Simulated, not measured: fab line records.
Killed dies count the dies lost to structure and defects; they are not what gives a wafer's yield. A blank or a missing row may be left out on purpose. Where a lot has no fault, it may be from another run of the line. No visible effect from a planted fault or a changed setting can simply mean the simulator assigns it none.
Struck lot and sound lot, side by side / flow gf180mcu / 15 steps out of a route of 602
Sound: wafers L740.1, L740.3, L740.6. The struck wafers were L744.2, L744.5, L744.6. The cause comes at the end.
Each step with rows lists, per side, the tool, then ch with its chambers, then its first start. Under that, the readings that differ: sound wafers / struck wafers / difference of the means / sigmas: that difference in standard deviations of wafers without a fault.
alike: readings with means less than 2 such deviations apart, plus words and numbers identical on both sides. not compared: withheld readings, readings lacking a value on some wafer, bounds such as >300 that could conceal the same value, and numbers that have no deviation in the record and whose values overlap.
The two part at a step that has a row with sigmas, a row that says differs or no value, or rows on one side only. Numbers that don't overlap but have no deviation are shown without sigmas and don't part them. A reading missing from all wafers of one side parts the sides only when that side holds two or more wafers.

first, 1 step without rows for these wafers: GF_POLY_GATE_OXIDATION_16 (stabilise 600 s, purge 300 s, target thk 4 nm).
GF_POLY_GATE_THK_MEAS_17:
  sound on film metro-01, day 12 21:21; struck on film metro-01, day 13 23:49
  alike: POLY_GATE_OXIDATION_THK
GF_POLY_GATE_CD_MEAS_18:
  sound on cd sem-01, day 12 21:25; struck on cd sem-01, day 13 23:53
  alike: cd nm
then, 7 steps without rows for these wafers: GF_HV_LDD_DEHYDRATE_00 (time 60 s); GF_HV_LDD_HMDS_01 (prime time 60 s); GF_HV_LDD_COAT_02 (resist thk 1000 nm); GF_HV_LDD_SOFTBAKE_03 (time 60 s); GF_HV_LDD_EXPOSE_04 (exposes mask Nplus LV AREA, target cd 400 nm); GF_HV_LDD_PEB_05; GF_HV_LDD_DEVELOP_06 (develop time 60 s).
GF_HV_LDD_CD_MEAS_07: the cd target is 400 nm.
  sound on cd sem-02, day 13 18:01; struck on cd sem-02, day 14 20:34
reading=cd nm (nm); sound=404.0 403.0 402.9; struck=395.8 398.4 400.5; difference=-5.1; sigmas=-2
GF_HV_LDD_OVL_MEAS_08:
  sound on overlay-01, day 13 18:08; struck on overlay-01, day 14 20:41
reading=HV_LDD_OVL (nm); sound=-3.4 -3.4 -4.4; struck=-0.6 1.4 0.4; difference=+4.1; sigmas=+3
GF_HV_LDD_IMPLANT_09:
  sound on implanter-03 ch 0, day 13 18:10; struck on implanter-03 ch 0, day 14 20:44
reading=dose ions cm2; sound=1.0006e+14 1.0012e+14 1.0014e+14; struck=9.95e+12 9.94e+12 1.001e+13; difference=-9.01e+13; sigmas=-99 or more
reading=faraday current uA; sound=584 579 566; struck=58 56 55; difference=-520; sigmas=-47
  alike: end station pressure torr
GF_HV_LDD_STRIP_10: strips in O2/N2.
  sound on plasma asher-02 ch 0,1, day 13 18:19; struck on plasma asher-02 ch 0,1, day 14 20:52
  alike: chamber pressure mTorr, drypump motor current A, heater power w, n2 flow sccm, oes product au, strip time to endpoint s
  not compared: rf hours counter h
GF_HV_LDD_TW_MEAS_11:
  sound on film metro-03, day 13 18:25; struck on film metro-04, day 14 21:12
reading=HV_LDD_TW; sound=2413 2425 2412; struck=1223 1229 1215; difference=-1194; sigmas=-75
  not compared: hold

WHERE THEY PART
Earliest at GF_HV_LDD_CD_MEAS_07; latest, in this record, at GF_HV_LDD_TW_MEAS_11.

WHY: the cause the simulator had injected
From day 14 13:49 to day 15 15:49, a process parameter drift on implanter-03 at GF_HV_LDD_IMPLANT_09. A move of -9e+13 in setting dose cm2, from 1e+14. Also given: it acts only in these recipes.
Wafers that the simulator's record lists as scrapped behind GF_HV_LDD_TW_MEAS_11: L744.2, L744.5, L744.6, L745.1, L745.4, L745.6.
